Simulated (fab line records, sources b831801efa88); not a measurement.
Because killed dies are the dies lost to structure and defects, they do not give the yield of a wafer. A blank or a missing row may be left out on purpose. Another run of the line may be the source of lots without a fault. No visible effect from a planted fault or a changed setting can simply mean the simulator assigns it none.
Chamber matching | flow sfq line | SFQ_TRILAYER_I4_DEP_PECVD_099 on pecvd-04: 3 sister chambers
The step deposits SiO2 from SiH4/N2O, time 111.11 s, target thk 500 nm. 16 wafers are shown with their chamber, then 8 later ones without.

WAFERS WITH THEIR CHAMBER
wafer  | chamber | throttle valve pct (%) | heater power w (W)
L554.1 | 1       | 22.9                   | 96
L554.2 | 0       | 22.2                   | 96
L554.3 | 2       | 24.6                   | 83
L556.1 | 0       | 22.8                   | 99
L556.2 | 2       | 24.8                   | 80
L556.4 | 0       | 22.7                   | 102
L561.2 | 1       | 23.4                   | 90
L561.3 | 2       | 25.0                   | 76
L561.5 | 1       | 23.1                   | 93
L562.1 | 1       | 23.4                   | 91
L562.3 | 2       | 24.8                   | 84
L562.4 | 2       | 25.3                   | 85
L563.1 | 1       | 23.4                   | 88
L563.3 | 2       | 25.2                   | 77
L563.4 | 1       | 23.4                   | 89
L564.2 | 2       | 25.1                   | 89

SIGNATURES, as means of the wafers listed above
reading            | chamber 0 | chamber 1 | chamber 2 | scatter within a chamber
throttle valve pct | 22.567    | 23.267    | 24.971    | 0.25
heater power w     | 99.00     | 91.17     | 82.00     | 3.81
Rule: a wafer lies at a distance from a chamber equal to the root of the sum of squares, over the readings, of (its reading less the chamber's mean, divided by the reading's scatter). The wafer belongs to the nearest chamber; if the next one is less than 2 further off, it can't be placed. The scatter is the square root of a quotient: the sum, over the shown wafers, of each reading's squared deviation from its chamber's mean, divided by wafers minus chambers.

WAFERS WITHOUT THEIR CHAMBER
wafer  | throttle valve pct (%) | heater power w (W)
L564.5 | 25.0                   | 76
L564.6 | 23.4                   | 80
L571.1 | 23.1                   | 101
L571.4 | 23.3                   | 102
L571.5 | 25.2                   | 84
L576.1 | 23.2                   | 103
L576.3 | 23.8                   | 91
L576.5 | 25.0                   | 78

WHICH CHAMBER EACH ONE RAN IN
wafer  | from the rows above     | in truth
L564.5 | 2                       | 2
L564.6 | 1                       | 1
L571.1 | can't be placed: 0 or 1 | 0
L571.4 | can't be placed: 1 or 0 | 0
L571.5 | 2                       | 2
L576.1 | can't be placed: 0 or 1 | 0
L576.3 | 1                       | 1
L576.5 | 2                       | 2
5 of 8 placed correctly. Can't be placed from these rows: 3 (the true chamber is among the candidates in 3). 0 placed wrongly.
